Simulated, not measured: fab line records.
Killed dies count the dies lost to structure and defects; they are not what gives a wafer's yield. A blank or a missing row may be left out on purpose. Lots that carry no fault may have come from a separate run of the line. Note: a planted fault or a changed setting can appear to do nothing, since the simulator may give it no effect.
Struck lot and sound lot, side by side / flow gf180mcu / 14 steps out of a route of 602
Sound: the wafers L387.1, L387.2, L387.5. Wafers struck: L378.4, L378.5, L378.6. The cause is given at the end.
At each step with rows: each side's tool, then ch and its chambers, then its first start. Under that, the readings that differ: sound wafers / struck wafers / difference of the means / sigmas: that difference in standard deviations of wafers without a fault.
alike: words and numbers the same on both sides, and readings whose means are apart by under 2 such deviations; not compared: readings that were withheld, readings missing a value for some wafer, numbers with overlapping values and no deviation given by the record, and bounds like >300 which may hide the same value.
A row with sigmas, a row that says differs or no value, or rows on one side alone: a step with any of these is where the two part. When numbers do not overlap yet have no deviation, they are printed without sigmas and do not part them. Lack of a reading on every wafer of one side parts them only where that side has two or more wafers.

first, 1 step without rows for these wafers: GF_V1_CVD_00 (deposits SiO2, target thk 600 nm, time 100 s).
GF_V1_THK_MEAS_01:
  struck on film_metro-04, day 22 02:41; sound on film_metro-04, day 24 22:10
  alike: V1_CVD_00_THK
GF_V1_CVD_02: deposits SiO2 from TEOS, target thk 850 nm, time 94.851 s.
  sound on pecvd-01 ch 0,1,2, day 24 22:14; struck on pecvd-01 ch 0,1,2, day 22 02:44
  alike: heater_power_w
GF_V1_THK_MEAS_03:
  struck on film_metro-01, day 22 02:49; sound on film_metro-03, day 24 22:18
  alike: V1_CVD_02_THK
GF_V1_CMP_04: polishes SiO2.
  sound on cmp-02 ch 0,1, day 24 22:25; struck on cmp-01 ch 0,1,2, day 22 02:59
  alike: motor_current_A, time_to_endpoint_s
GF_V1_BOW_MEAS_05:
  struck on film_metro-01, day 22 03:12; sound on film_metro-01, day 24 22:40
  alike: V1_BOW
then, 6 steps without rows for these wafers: GF_V1_DEHYDRATE_06 (time 60 s); GF_V1_HMDS_07 (prime time 60 s); GF_V1_COAT_08; GF_V1_COAT_09 (resist thk 1000 nm); GF_V1_SOFTBAKE_10 (time 60 s); GF_V1_EXPOSE_11 (exposes mask Via1, target cd 260 nm).
GF_V1_PEB_12: peb time 90 s.
  struck on litho_track-03, day 23 02:11; sound on litho_track-03 ch 0, day 25 19:05
  no value came back on the struck wafers for chill_plate_temp_C (C), exhaust_pa (Pa); on the sound wafers chill_plate_temp_C (C) reads 22.97 22.96 22.88
then, 1 step without rows for these wafers: GF_V1_DEVELOP_13 (develop time 60 s).

WHERE THEY PART
GF_V1_PEB_12 only, going by this record.

WHY: the cause the simulator had injected
Step skipped in full: litho_track-03, at GF_V1_PEB_12, from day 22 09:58 onward. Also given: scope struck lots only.
